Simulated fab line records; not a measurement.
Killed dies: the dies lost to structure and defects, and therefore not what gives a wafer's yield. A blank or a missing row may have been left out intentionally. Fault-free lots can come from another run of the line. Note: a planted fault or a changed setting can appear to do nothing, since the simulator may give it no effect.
Which tool was responsible? / flow gf180mcu / 39 wafers sampled from 13 lots at 1 step of a route of 602

== WHAT EACH GAUGE READ, for each wafer ==
GF_M3_OVL_MEAS_15.
lot=L536; measured=day 21 13:19; on=overlay-02; M3_OVL (nm)=3 2 -5
lot=L537; measured=day 21 23:58; on=overlay-01; M3_OVL (nm)=5 -5 -1
lot=L538; measured=day 22 03:58; on=overlay-01; M3_OVL (nm)=-1 5 2
lot=L539; measured=day 22 18:56; on=overlay-01; M3_OVL (nm)=-3 3 9
lot=L540; measured=day 23 01:31; on=overlay-01; M3_OVL (nm)=-2 -2 0
lot=L542; measured=day 23 14:05; on=overlay-01; M3_OVL (nm)=5 3 2
lot=L543; measured=day 23 19:34; on=overlay-01; M3_OVL (nm)=7 0 9
lot=L544; measured=day 24 09:47; on=overlay-01; M3_OVL (nm)=11 7 2
lot=L545; measured=day 24 12:38; on=overlay-01; M3_OVL (nm)=-2 -2 3
lot=L546; measured=day 24 20:13; on=overlay-02; M3_OVL (nm)=2 -1 2
lot=L547; measured=day 25 06:13; on=overlay-01; M3_OVL (nm)=-3 -2 -4
lot=L555; measured=day 27 17:11; on=overlay-01; M3_OVL (nm)=-4 -3 -5
lot=L558; measured=day 28 14:40; on=overlay-02; M3_OVL (nm)=5 -1 6

== EACH LOT AND THE TOOL THAT RAN IT (in order: tool; ch and the chambers of the sampled wafers; start) ==
Record: no process step prior to these readings.

== WHAT THE TOOLS THEMSELVES READ (means of the sampled wafers that have a number; where no wafer has one, the mark that the record gives instead) ==
The record holds no such reading with a usual standard deviation.

== THE ANSWER, worked out from the rows above alone ==
Rule: the lots themselves supply what counts as usual. The widest of any qualifying gaps counts: lots, ordered by their means at a reading, are off when they make up no more than a third of the lots, leave a main group of 4 or more, and stand apart from it by 3 or more times the standard deviation of that group's means. A main group whose means are all the same, to the digits that the tables above print for the reading, isn't used. A lot without any number at a reading at which 4 lots or more have one is off too. Where the step has rows for the other lots, those lots are counted as sound. Order of review: gauges by route order, followed by the tools' own readings, for which a lot's mean as printed above is used. The first step at which some lot is off is used, and at that step the reading that is off furthest; a lot without a number counts as furthest.
No lot is off at any reading shown: from this, nothing can be told.

== WHAT THE SIMULATOR HAD PUT IN ==
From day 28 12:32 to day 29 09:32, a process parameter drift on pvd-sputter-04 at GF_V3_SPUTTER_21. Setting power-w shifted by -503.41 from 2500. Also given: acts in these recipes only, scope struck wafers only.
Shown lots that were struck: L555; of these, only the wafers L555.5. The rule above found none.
